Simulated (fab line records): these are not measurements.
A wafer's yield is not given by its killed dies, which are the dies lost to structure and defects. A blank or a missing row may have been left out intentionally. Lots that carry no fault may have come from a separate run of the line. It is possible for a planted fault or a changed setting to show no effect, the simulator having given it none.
2 desks looking at one fault || flow gf180mcu || only its own numbers are on each desk; what lay behind them is given at the end

## METROLOGY DESK
Lot by lot, what the gauges showed, no matter which tool ran the lot: averages of those sampled wafers that carry a number. If a lot's mean is further than 4 standard deviations from the usual mean, the lot is out of limits and carries the mark OUT (the distance appears in the brackets).
Columns: A = CONTACT_CVD_00_THK at GF_CONTACT_THK_MEAS_01, usual 301 nm
{"lot": "L951", "first seen here": "day 15 09:59", "A": 298}
{"lot": "L952", "first seen here": "day 15 17:56", "A": 303}
{"lot": "L953", "first seen here": "day 16 03:07", "A": 300}
{"lot": "L954", "first seen here": "day 16 16:56", "A": 296}
{"lot": "L955", "first seen here": "day 17 04:12", "A": 303}
{"lot": "L956", "first seen here": "day 17 15:11", "A": 301}
{"lot": "L963", "first seen here": "day 19 21:11", "A": 300}
{"lot": "L965", "first seen here": "day 20 12:49", "A": 302}
{"lot": "L967", "first seen here": "day 21 08:18", "A": 303}
{"lot": "L968", "first seen here": "day 21 17:22", "A": 302}
{"lot": "L969", "first seen here": "day 21 22:41", "A": 301}
{"lot": "L970", "first seen here": "day 22 04:56", "A": 299}
{"lot": "L971", "first seen here": "day 22 13:11", "A": 297}
{"lot": "L972", "first seen here": "day 22 19:34", "A": 306}
This desk's finding: nothing out of limits on any of the 14 lots.

## THE TOOL OWNER'S DESK: ilineStepper-02
The tool's own readings at GF_NSD_EXPOSE_04 (exposes mask Nplus, target cd 400 nm): means of the sampled wafers that have a number, for each lot that ran on this tool. If a lot's mean is further than 4 standard deviations from the usual mean, the lot is out of limits and carries the mark OUT (the distance appears in the brackets).
Columns: A = exposureDoseMJCm2 at GF_NSD_EXPOSE_04, usual 140.02; B = focusOffsetNm at GF_NSD_EXPOSE_04, usual -0.2 nm
{"lot": "L952", "first seen here": "day 13 11:50", "A": 140.33, "B": -1.0}
{"lot": "L953", "first seen here": "day 13 19:22", "A": 139.90, "B": -0.3}
{"lot": "L963", "first seen here": "day 17 09:20", "A": 139.93, "B": -0.5}
{"lot": "L965", "first seen here": "day 17 22:50", "A": 140.06, "B": 0.3}
{"lot": "L967", "first seen here": "day 18 17:10", "A": 140.12, "B": -0.1}
{"lot": "L968", "first seen here": "day 19 04:13", "A": 139.98, "B": -0.3}
{"lot": "L970", "first seen here": "day 19 16:23", "A": 139.97, "B": -0.0}
{"lot": "L972", "first seen here": "day 20 05:47", "A": 140.00, "B": -0.5}
This desk's finding: nothing out of limits on any of the 8 lots.

## PUT TOGETHER
From the metrology desk's view, nothing was out of limits.
Nothing out of limits was seen by the tool owner's desk.

## WHAT THE SIMULATOR HAD INSERTED
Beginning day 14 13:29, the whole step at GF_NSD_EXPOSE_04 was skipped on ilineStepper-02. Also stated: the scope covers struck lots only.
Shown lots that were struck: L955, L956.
